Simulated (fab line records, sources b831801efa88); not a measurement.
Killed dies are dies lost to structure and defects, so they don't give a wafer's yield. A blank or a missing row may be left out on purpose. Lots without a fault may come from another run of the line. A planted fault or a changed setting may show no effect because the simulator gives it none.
Tool commonality check | flow gf180mcu | 13 lots, 39 wafers sampled

WHY IT WAS OPENED
At GF_VT_IMPLANT_TW_MEAS_32 the reading VT_IMPLANT_3_TW is flagged on 2 of 13 lots. Wafers without a fault read 269.0, standard deviation 1.3.
Rule: a lot is flagged when every wafer of it that has a number lies more than 4 standard deviations from that mean, or none has a number. The other lots count as sound.

lot  | measured     | on            | VT_IMPLANT_3_TW, wafer by wafer | flag
L435 | day 6 18:45  | film_metro-03 | 269.3 270.5 268.6               |
L436 | day 7 08:41  | film_metro-01 | 271.8 271.4 270.1               |
L437 | day 7 11:40  | film_metro-01 | 271.1 271.5 270.9               |
L438 | day 7 20:16  | film_metro-04 | 269.6 271.3 268.9               |
L439 | day 8 00:31  | film_metro-01 | 316.1 315.4 314.6               | FLAGGED
L442 | day 8 20:39  | film_metro-04 | 315.1 314.8 316.0               | FLAGGED
L449 | day 10 15:13 | film_metro-03 | 266.9 267.8 269.0               |
L451 | day 11 05:48 | film_metro-03 | 268.6 270.0 268.6               |
L452 | day 11 12:43 | film_metro-03 | 269.8 268.8 269.3               |
L453 | day 12 00:49 | film_metro-03 | 268.6 269.0 269.7               |
L454 | day 12 06:00 | film_metro-01 | 271.1 270.1 269.7               |
L455 | day 12 08:12 | film_metro-04 | 267.5 267.2 266.8               |
L457 | day 12 20:38 | film_metro-01 | 268.7 269.1 270.0               |
The numbers of the flagged lots are 315.3 on average: +46.3 against the usual, or +36 standard deviations.

WHICH TOOL RAN EACH LOT
The record holds 1 process step before the reading, out of a route of 602 steps. In each cell: the tool, then ch and the chambers that the sampled wafers went through, then the start.
lot  | flag    | GF_VT_IMPLANT_IMPLANT_30
L435 |         | implanter-03 ch 0, day 6 18:30
L436 |         | implanter-02 ch 0, day 7 08:28
L437 |         | implanter-02 ch 0, day 7 11:25
L438 |         | implanter-02 ch 0, day 7 20:02
L439 | FLAGGED | implanter-02 ch 0, day 8 00:16
L442 | FLAGGED | implanter-02 ch 0, day 8 20:24
L449 |         | implanter-01 ch 0, day 10 15:01
L451 |         | implanter-03 ch 0, day 11 05:33
L452 |         | implanter-02 ch 0, day 11 12:28
L453 |         | implanter-01 ch 0, day 12 00:36
L454 |         | implanter-03 ch 0, day 12 05:45
L455 |         | implanter-01 ch 0, day 12 07:57
L457 |         | implanter-03 ch 0, day 12 20:23
What these steps do:
- GF_VT_IMPLANT_IMPLANT_30
- GF_VT_IMPLANT_TW_MEAS_32

FLAGGED OVER TOTAL, TOOL BY TOOL (the gauges that took the reading come last)
step                     | tool          | lots run | flagged | share of the flagged lots | sound lots run after its first flagged lot
GF_VT_IMPLANT_IMPLANT_30 | implanter-01  | 3        | 0       | none                      | -
GF_VT_IMPLANT_IMPLANT_30 | implanter-02  | 6        | 2       | all                       | 1 (L452)
GF_VT_IMPLANT_IMPLANT_30 | implanter-03  | 4        | 0       | none                      | -
GF_VT_IMPLANT_TW_MEAS_32 | film_metro-01 | 5        | 1       | some                      | 2 (L454,L457)
GF_VT_IMPLANT_TW_MEAS_32 | film_metro-03 | 5        | 0       | none                      | -
GF_VT_IMPLANT_TW_MEAS_32 | film_metro-04 | 3        | 1       | some                      | 1 (L455)

WHAT THE TABLE ALLOWS
1 row of the table ran every flagged lot: implanter-02 at GF_VT_IMPLANT_IMPLANT_30.
- implanter-02 at GF_VT_IMPLANT_IMPLANT_30: 2 of its 6 lots flagged. Sound lots ran on it after the first flagged one (L452), which a lasting fault on the whole tool wouldn't allow. Its own readings lie more than 4 standard deviations out on every wafer of the flagged lots: dose_ions_cm2, faraday_current_uA.
No row of the table ran every flagged lot and no sound lot after the first.

WHAT THE SIMULATOR HAD PUT IN
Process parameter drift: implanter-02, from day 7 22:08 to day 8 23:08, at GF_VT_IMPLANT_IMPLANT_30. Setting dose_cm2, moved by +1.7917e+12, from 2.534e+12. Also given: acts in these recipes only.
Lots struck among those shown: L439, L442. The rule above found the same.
